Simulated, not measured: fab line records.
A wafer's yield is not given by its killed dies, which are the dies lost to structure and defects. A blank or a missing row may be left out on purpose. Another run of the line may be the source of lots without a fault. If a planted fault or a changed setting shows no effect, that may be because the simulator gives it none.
What tool caused it? ; flow gf180mcu ; 18 wafers from 6 lots sampled at 3 of the route's 602 steps

## WHAT EACH GAUGE READ, for each wafer
GF_HV_LDD_CD_MEAS_46: the cd target is 400 nm.
lot;measured;on;cdNm (nm)
L651;day 12 14:40;cdSem-02;401.4 404.3 403.4
L654;day 13 16:06;cdSem-02;402.8 400.8 399.7
L656;day 14 04:01;cdSem-02;400.0 399.1 401.3
L659;day 15 05:25;cdSem-02;400.6 398.0 400.9
L667;day 18 01:34;cdSem-02;380.2 379.6 378.7
L673;day 20 10:01;cdSem-01;397.2 395.0 394.9

## TOOL THAT RAN EACH LOT (tool first, then ch and the chambers of the sampled wafers, then the start)
lot;GF_VT_IMPLANT_STRIP_20;GF_HV_LDD_EXPOSE_43
L651;plasmaAsher-01 ch 0,1, day 6 10:25;ilineStepper-02 ch 0, day 12 05:32
L654;plasmaAsher-03 ch 0,1, day 7 08:00;ilineStepper-01 ch 0, day 13 06:22
L656;plasmaAsher-01 ch 0,1, day 7 17:22;ilineStepper-02 ch 0, day 13 17:57
L659;plasmaAsher-03 ch 0, day 8 14:28;ilineStepper-01 ch 0, day 14 18:37
L667;plasmaAsher-02 ch 0,1, day 10 17:27;ilineStepper-01 ch 0, day 17 13:23
L673;plasmaAsher-03 ch 0,1, day 12 14:39;ilineStepper-02 ch 0, day 19 21:48
- GF_VT_IMPLANT_STRIP_20: strips in O2/N2.
- GF_HV_LDD_EXPOSE_43: exposes mask Pplus HV AREA, target cd 400 nm.

## THE ANSWER, worked out from the rows above alone
Rule: the lots themselves supply what counts as usual. Put in order of their means at a reading, lots are off if they are a third of the lots or fewer, leave a main group of 4 or more, and stand apart from it by a gap of 3 or more times the standard deviation of the main group's means; of several such gaps the widest counts. A main group whose means are all the same, to the digits that the tables above print for the reading, isn't used. Also off: a lot with no number at a reading for which 4 or more lots have one. All remaining lots with rows at the step are treated as sound.
Off: L667, at GF_HV_LDD_CD_MEAS_46 (cdNm). Main group: mean 400.0 nm, sd 2.4.
A tool fits if, at a process step before that reading, it ran every lot that is off, and no sound lot after the first of them. Those tools and the gauges at GF_HV_LDD_CD_MEAS_46 are tried in the same way. Can't be told from this: 3 tools fit, plasmaAsher-02 at GF_VT_IMPLANT_STRIP_20, ilineStepper-01 at GF_HV_LDD_EXPOSE_43, cdSem-02 at GF_HV_LDD_CD_MEAS_46.

## WHAT THE SIMULATOR HAD PUT IN
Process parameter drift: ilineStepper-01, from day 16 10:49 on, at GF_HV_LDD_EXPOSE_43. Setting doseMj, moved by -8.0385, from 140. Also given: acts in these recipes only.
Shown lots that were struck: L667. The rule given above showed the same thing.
